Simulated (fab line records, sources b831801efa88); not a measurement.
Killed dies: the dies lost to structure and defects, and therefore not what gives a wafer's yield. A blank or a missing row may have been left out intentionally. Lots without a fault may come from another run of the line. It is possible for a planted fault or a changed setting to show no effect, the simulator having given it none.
A struck lot beside a sound one    flow sky130    15 steps out of a route of 708
Sound: wafers L177.3, L177.4, L177.5. Wafers L191.1, L191.4, L191.6 were the ones struck. The cause comes at the end.
At each step with rows: each side's tool, then ch and its chambers, then its first start. Under that, the readings that differ: sound wafers    struck wafers    difference of the means    sigmas: that difference in standard deviations of wafers without a fault.
alike: words and numbers the same on both sides, and readings whose means are apart by under 2 such deviations; not compared: readings that were withheld, readings missing a value for some wafer, numbers with overlapping values and no deviation given by the record, and bounds like >300 which may hide the same value.
The two part at a step that has a row with sigmas, a row that says differs or no value, or rows on one side only. When numbers do not overlap yet have no deviation, they are printed without sigmas and do not part them. Lack of a reading on every wafer of one side parts them only where that side has two or more wafers.

first, 1 step without rows for these wafers: SKY_VIA2_SPUTTER_20 (material TiN, target thk 20 nm, time 80 s).
SKY_VIA2_CVD_21: deposits W, target thk 420 nm, time 126.4 s.
  sound on cvd w-01 ch 0,1, day 37 02:47; struck on cvd w-01 ch 0,1, day 41 08:13
  alike: heater power w
SKY_VIA2_RS_MEAS_22: uses a four-point probe to measure.
  struck on film metro-02, day 41 08:20; sound on film metro-01, day 37 02:55
  alike: VIA2_W_RS
SKY_VIA2_THK_MEAS_23: measures by xrf.
  struck on film metro-02, day 41 08:28; sound on film metro-01, day 37 03:01
  alike: VIA2_W_THK
SKY_VIA2_CMP_24: polishes, stops on SiO2, t overpolish 20 s, target thk 0 nm.
  sound on cmp-02 ch 2,3, day 37 03:03; struck on cmp-02 ch 0,2,3, day 41 08:37
  alike: motor current A, overpolish run s, time to endpoint s
SKY_METAL3_SPUTTER_00: material Ti, target thk 15 nm, time 10 s.
  struck on pvd sputter-04, day 41 08:49; sound on pvd sputter-04, day 37 03:21
  alike: cathode dc power W, throttle valve pct
then, 1 step without rows for these wafers: SKY_METAL3_SPUTTER_01 (material TiN, target thk 20 nm, time 16.7 s).
SKY_METAL3_SPUTTER_02: material AlCu, target thk 735 nm, time 39.1 s.
  struck on pvd sputter-04, day 41 08:52; sound on pvd sputter-04, day 37 03:23
  alike: cathode dc power W, throttle valve pct
SKY_METAL3_SPUTTER_03: material Ti, target thk 5 nm, time 3.3 s.
  struck on pvd sputter-04, day 41 08:55; sound on pvd sputter-04, day 37 03:26
  alike: cathode dc power W, throttle valve pct
then, 2 steps without rows for these wafers: SKY_METAL3_SPUTTER_04 (material TiN, target thk 70 nm, time 58.3 s); SKY_CAPM_CVD_00 (deposits SiO2, target thk 15.5 nm).
SKY_CAPM_THK_MEAS_01:
  struck on film metro-01, day 41 09:00; sound on film metro-02, day 37 03:32
  alike: CAPM_CVD_00_THK
SKY_CAPM_SPUTTER_02: material TiN, target thk 200 nm, time 166.7 s.
  struck on pvd sputter-01, day 41 09:04; sound on pvd sputter-01, day 37 03:35
reading                 sound                 struck                difference  sigmas
cathode dc power W (W)  6500.0 6501.3 6500.5  6361.6 6360.9 6361.9  -139.1      -99 or more
  alike: throttle valve pct
SKY_CAPM_RS_MEAS_03: uses a four-point probe to measure.
  struck on film metro-01, day 41 09:10; sound on film metro-03, day 37 03:44
  alike: CAPM_TIN_RS
-- the record jumps here: 8 days lie between the struck wafers' starts before and after (it left off in module CAPM and takes up again in module PAD_OPEN, whose first step shown is number 708 of the route) --
SKY_PAD_OPEN_PROBE_99:
  struck on prober-02, day 49 16:40; sound on prober-02, day 46 13:59
  alike: defect limited yield, killed_at_M0_to_M3, killed_at_M4_up, killed at contacts, killed at front end, killed at other, killed dies, killed open, killed short, sort_bin_3_pad_short, sort_bin_5_function, sort_bin_6_memory, sort n pass, sort yield pct

## WHERE THEY PART
Within this record, at SKY_CAPM_SPUTTER_02 only. Later steps at which nothing parts them and some readings are alike: SKY_CAPM_RS_MEAS_03, SKY_PAD_OPEN_PROBE_99.

WHY: what the simulator had put in
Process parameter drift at SKY_CAPM_SPUTTER_02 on pvd sputter-01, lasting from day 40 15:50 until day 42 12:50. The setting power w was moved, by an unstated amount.
